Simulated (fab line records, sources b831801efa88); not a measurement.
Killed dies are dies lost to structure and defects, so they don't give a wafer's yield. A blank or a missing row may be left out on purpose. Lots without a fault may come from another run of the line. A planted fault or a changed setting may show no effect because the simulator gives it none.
Which tool did it? | flow sky130 | 12 lots, 36 wafers sampled, at 6 steps of a route of 708

WHAT THE GAUGES READ, wafer by wafer
SKY_VT_ADJUST_NCORE_OVL_MEAS_08. Usual: VT_ADJUST_NCORE_OVL -1.4 nm, standard deviation 1.5.
lot  | measured     | on         | VT_ADJUST_NCORE_OVL (nm) | flag
L206 | day 8 17:05  | overlay-01 | -3.0 -1.2 -1.1           |
L207 | day 9 04:00  | overlay-01 | -3.5 -1.6 -3.1           |
L208 | day 9 12:38  | overlay-01 | -3.6 -1.5 -2.4           |
L209 | day 9 15:22  | overlay-02 | 0.6 0.2 -1.0             |
L211 | day 10 08:12 | overlay-01 | -2.2 -1.1 -3.3           |
L212 | day 10 14:44 | overlay-02 | 2.3 0.5 2.8              |
L213 | day 10 19:40 | overlay-01 | -0.6 -2.6 -1.8           |
L219 | day 12 10:58 | overlay-02 | -0.8 -0.5 -2.2           |
L221 | day 12 23:12 | overlay-01 | -2.3 -0.7 -2.5           |
L224 | day 13 23:29 | overlay-01 | -3.7 -2.5 -4.1           |
L226 | day 14 11:08 | overlay-01 | -3.6 -1.6 -2.6           |
L228 | day 15 00:26 | overlay-02 | 0.4 0.1 1.3              |

SKY_VT_ADJUST_NCORE_TW_MEAS_11. Usual: VT_ADJUST_NCORE_TW 218.9, standard deviation 1.6.
lot  | measured     | on            | VT_ADJUST_NCORE_TW | flag
L206 | day 8 17:22  | film_metro-03 | 216.5 217.4 215.8  |
L207 | day 9 04:17  | film_metro-03 | 216.8 216.9 216.7  |
L208 | day 9 12:56  | film_metro-02 | 219.6 219.3 220.2  |
L209 | day 9 15:40  | film_metro-02 | 221.0 221.8 221.5  |
L211 | day 10 08:29 | film_metro-03 | 216.6 216.2 217.1  |
L212 | day 10 15:01 | film_metro-04 | 218.8 218.7 219.7  |
L213 | day 10 19:58 | film_metro-03 | 217.8 218.2 217.7  |
L219 | day 12 11:16 | film_metro-02 | 218.9 218.9 219.0  |
L221 | day 12 23:29 | film_metro-02 | 218.6 219.4 219.5  |
L224 | day 13 23:47 | film_metro-03 | 218.3 218.4 219.2  |
L226 | day 14 11:25 | film_metro-03 | 217.0 216.9 217.6  |
L228 | day 15 00:43 | film_metro-04 | 219.0 218.6 219.1  |

SKY_LDD_HVN_OVL_MEAS_07. Usual: LDD_HVN_OVL -0.8 nm, standard deviation 1.8.
lot  | measured     | on         | LDD_HVN_OVL (nm) | flag
L206 | day 20 20:13 | overlay-02 | -1.1 -1.5 -2.0   |
L207 | day 21 06:14 | overlay-02 | 1.2 -1.7 -0.9    |
L208 | day 21 19:52 | overlay-02 | -0.6 -0.3 1.3    |
L209 | day 21 17:37 | overlay-01 | -4.2 -2.9 -0.6   |
L211 | day 22 10:37 | overlay-01 | -1.3 -1.9 1.4    |
L212 | day 22 19:04 | overlay-01 | -3.0 -1.0 -1.0   |
L213 | day 23 02:40 | overlay-02 | 0.9 -0.7 -0.2    |
L219 | day 25 01:43 | overlay-02 | 2.0 0.3 1.1      |
L221 | day 25 19:05 | overlay-02 | -3.5 -1.2 -3.9   |
L224 | day 26 23:31 | overlay-01 | -4.0 -3.3 -2.9   |
L226 | day 27 12:04 | overlay-01 | -1.2 -1.3 -2.7   |
L228 | day 28 05:01 | overlay-01 | -1.9 -1.1 -0.9   |

SKY_SD_N_RS_MEAS_16: measures by four-point-probe. Usual: SD_N_RS 68.56 ohm/sq, standard deviation 0.12.
lot  | measured     | on            | SD_N_RS (ohm/sq)  | flag
L206 | day 28 12:22 | film_metro-01 | 68.74 68.63 68.63 |
L207 | day 28 21:26 | film_metro-04 | 68.64 68.59 68.43 |
L208 | day 29 10:32 | film_metro-02 | 68.59 68.53 68.63 |
L209 | day 29 06:42 | film_metro-02 | 68.53 68.51 68.45 |
L211 | day 30 00:29 | film_metro-04 | 68.45 68.34 68.47 |
L212 | day 30 06:55 | film_metro-01 | 68.63 68.65 68.43 |
L213 | day 30 14:06 | film_metro-01 | 68.86 68.71 68.73 |
L219 | day 32 08:47 | film_metro-01 | 67.33 67.52 67.23 | OFF
L221 | day 33 00:11 | film_metro-01 | 67.33 67.22 67.46 | OFF
L224 | day 34 02:08 | film_metro-01 | 68.60 68.53 68.71 |
L226 | day 34 13:41 | film_metro-02 | 68.60 68.62 68.65 |
L228 | day 35 05:13 | film_metro-02 | 68.52 68.81 68.70 |

SKY_SD_N_RS_MEAS_17: measures by four-point-probe. Usual: SD_P_RS 147.1 ohm/sq, standard deviation 0.34.
lot  | measured     | on            | SD_P_RS (ohm/sq)  | flag
L206 | day 28 12:29 | film_metro-01 | 147.4 146.7 147.2 |
L207 | day 28 21:33 | film_metro-04 | 147.4 147.1 147.4 |
L208 | day 29 10:39 | film_metro-02 | 148.0 147.6 147.3 |
L209 | day 29 06:49 | film_metro-02 | 147.1 147.2 147.2 |
L211 | day 30 00:37 | film_metro-04 | 146.4 146.5 146.4 |
L212 | day 30 07:02 | film_metro-01 | 146.8 147.0 146.6 |
L213 | day 30 14:13 | film_metro-01 | 147.8 147.1 147.0 |
L219 | day 32 08:54 | film_metro-01 | 140.8 141.0 140.7 | OFF
L221 | day 33 00:18 | film_metro-01 | 140.4 141.2 140.7 | OFF
L224 | day 34 02:15 | film_metro-01 | 147.0 147.2 147.2 |
L226 | day 34 13:49 | film_metro-02 | 146.9 147.4 146.9 |
L228 | day 35 05:20 | film_metro-02 | 147.2 147.3 147.4 |

WHICH TOOL RAN EACH LOT (tool, then ch and the chambers of the sampled wafers, then the start)
lot  | SKY_SD_N_RTA_14
L206 | rtp_anneal-01 ch 0, day 28 12:11
L207 | rtp_anneal-02 ch 0, day 28 21:15
L208 | rtp_anneal-02 ch 0, day 29 10:21
L209 | rtp_anneal-01 ch 0, day 29 06:31
L211 | rtp_anneal-02 ch 0, day 30 00:18
L212 | rtp_anneal-01 ch 0, day 30 06:44
L213 | rtp_anneal-01 ch 0, day 30 13:55
L219 | rtp_anneal-01 ch 0, day 32 08:36
L221 | rtp_anneal-01 ch 0, day 33 00:00
L224 | rtp_anneal-02 ch 0, day 34 01:58
L226 | rtp_anneal-02 ch 0, day 34 13:31
L228 | rtp_anneal-02 ch 0, day 35 05:02
- SKY_SD_N_RTA_14: time 2 s.

WHAT THE TOOLS THEMSELVES READ (means of the sampled wafers that have a number; where no wafer has one, the mark that the record gives instead)
SKY_SD_N_RTA_14. Usual: lamp_power_pct 15.74 %, standard deviation 0.048; ramp_down_c_per_s 90.000, standard deviation 0.017; wafer_temp_C_max 1078.1, standard deviation 1.4.
lot  | tool          | lamp_power_pct (%) | ramp_down_c_per_s | wafer_temp_C_max | flag
L206 | rtp_anneal-01 | 15.73              | 90.017            | 1078.4           |
L207 | rtp_anneal-02 | 15.67              | 89.993            | 1079.0           |
L208 | rtp_anneal-02 | 15.72              | 89.995            | 1078.0           |
L209 | rtp_anneal-01 | 15.72              | 89.999            | 1076.7           |
L211 | rtp_anneal-02 | 15.73              | 90.001            | 1078.1           |
L212 | rtp_anneal-01 | 15.75              | 90.005            | 1077.5           |
L213 | rtp_anneal-01 | 15.73              | 89.997            | 1078.6           |
L219 | rtp_anneal-01 | 15.76              | 90.011            | 1085.5           | OFF
L221 | rtp_anneal-01 | 15.78              | 89.992            | 1085.7           | OFF
L224 | rtp_anneal-02 | 15.74              | 89.990            | 1078.9           |
L226 | rtp_anneal-02 | 15.74              | 89.996            | 1078.2           |
L228 | rtp_anneal-02 | 15.73              | 90.013            | 1077.4           |

THE ANSWER, worked out from the rows above alone
Rule: a lot is off if the mean of its wafers that have a number lies more than 3 standard deviations from the usual mean. A lot without any number at a reading at which 4 lots or more have one is off too. The other lots that the step has rows for count as sound. The gauges are gone through in route order, then the tools' own readings, and for those a lot's mean is taken as printed above. The first step at which some lot is off is used, and at that step the reading that is off furthest; a lot without a number counts as furthest.
Off: L219, L221, at SKY_SD_N_RS_MEAS_16 (SD_N_RS).
A tool fits if, at a process step before that reading, it ran every lot that is off, and no sound lot after the first of them. The gauges at SKY_SD_N_RS_MEAS_16 aren't tried: what is off there is off at SKY_SD_N_RTA_14 too, on other tools, and a gauge's error can't cause that. One fits: rtp_anneal-01 at SKY_SD_N_RTA_14. Its last sound lot is L213 (day 30 13:55), its first lot that is off L219 (day 32 08:36): a fault that began between those two fits.
The tool's own readings at SKY_SD_N_RTA_14 bear it out: on the lots that are off they differ by more than 5 times the standard deviation of the sound lots' means. wafer_temp_C_max reads 1085.6 there against 1078.1 on the sound lots.

WHAT THE SIMULATOR HAD PUT IN
Process parameter drift: rtp_anneal-01, from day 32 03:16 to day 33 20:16, at SKY_SD_N_RTA_14. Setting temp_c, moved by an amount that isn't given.
Lots struck among those shown: L219, L221. The rule above found the same.
